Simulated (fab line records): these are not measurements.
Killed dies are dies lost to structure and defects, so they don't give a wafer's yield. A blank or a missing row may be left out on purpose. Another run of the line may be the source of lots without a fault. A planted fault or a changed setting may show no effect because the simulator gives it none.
Which of the tools did it?	flow sky130	Sampling: 12 lots, 36 wafers, 2 of 708 route steps

## WHAT THE GAUGES READ, wafer by wafer
SKY_METAL5_RS_MEAS_05: uses a four-point probe to measure.
lot	measured	on	METAL5_ALCU_RS (ohm/sq)
L158	day 43 19:27	film metro-04	0.02715 0.02702 0.02724
L161	day 44 05:05	film metro-04	0.02744 0.02711 0.02702
L162	day 44 10:07	film metro-04	0.02718 0.02726 0.02741
L163	day 44 13:24	film metro-04	0.02739 0.02723 0.02712
L164	day 45 03:28	film metro-04	0.02661 0.02657 0.02655
L166	day 45 16:51	film metro-01	0.02664 0.02624 0.0266
L167	day 46 01:04	film metro-01	0.02693 0.0268 0.02705
L168	day 46 02:16	film metro-01	0.02695 0.02718 0.02736
L170	day 47 12:58	film metro-01	0.02715 0.02708 0.0269
L169	day 47 16:08	film metro-04	0.02727 0.02737 0.02733
L177	day 49 01:43	film metro-04	0.02695 0.02667 0.02687
L179	day 49 02:06	film metro-01	0.02676 0.02695 0.02674

## EACH LOT AND THE TOOL THAT RAN IT (in order: tool; ch and the chambers of the sampled wafers; start)
lot	SKY_METAL5_SPUTTER_02
L158	pvd sputter-01, day 43 19:20
L161	pvd sputter-02, day 44 04:58
L162	pvd sputter-02, day 44 09:59
L163	pvd sputter-02, day 44 13:16
L164	pvd sputter-03, day 45 03:18
L166	pvd sputter-03, day 45 16:44
L167	pvd sputter-02, day 46 00:56
L168	pvd sputter-03, day 46 02:08
L170	pvd sputter-01, day 47 12:51
L169	pvd sputter-03, day 47 16:00
L177	pvd sputter-03, day 49 01:35
L179	pvd sputter-02, day 49 01:59
- SKY_METAL5_SPUTTER_02: material AlCu, target thk 1150 nm, time 61.2 s.

## WHAT THE TOOLS THEMSELVES READ (means of the sampled wafers that have a number; where no wafer has one, the mark that the record gives instead)
SKY_METAL5_SPUTTER_02.
lot	tool	chamber pressure pa (Pa)	throttle valve pct (%)
L158	pvd sputter-01	0.4009	31.5
L161	pvd sputter-02	0.4002	30.5
L162	pvd sputter-02	0.4001	30.4
L163	pvd sputter-02	0.4005	31.2
L164	pvd sputter-03	0.3994	29.4
L166	pvd sputter-03	0.4003	29.8
L167	pvd sputter-02	0.4000	31.8
L168	pvd sputter-03	0.4000	29.7
L170	pvd sputter-01	0.4003	31.5
L169	pvd sputter-03	0.3998	29.5
L177	pvd sputter-03	0.4000	29.9
L179	pvd sputter-02	0.4003	30.9

## THE ANSWER, worked out from the rows above alone
Rule: usual is defined by the lots themselves. Put in order of their means at a reading, lots are off if they are a third of the lots or fewer, leave a main group of 4 or more, and stand apart from it by a gap of 3 or more times the standard deviation of the main group's means; of several such gaps the widest counts. A main group whose means are all the same, to the digits that the tables above print for the reading, isn't used. Also off: a lot with no number at a reading for which 4 or more lots have one. Where the step has rows for the other lots, those lots are counted as sound. Order of review: gauges by route order, followed by the tools' own readings, for which a lot's mean as printed above is used. At the first step where some lot is off, the reading lying furthest off is the one used; lots without a number count as furthest.
No lot is off at any reading shown: from this, nothing can be told.

## WHAT THE SIMULATOR PUT IN
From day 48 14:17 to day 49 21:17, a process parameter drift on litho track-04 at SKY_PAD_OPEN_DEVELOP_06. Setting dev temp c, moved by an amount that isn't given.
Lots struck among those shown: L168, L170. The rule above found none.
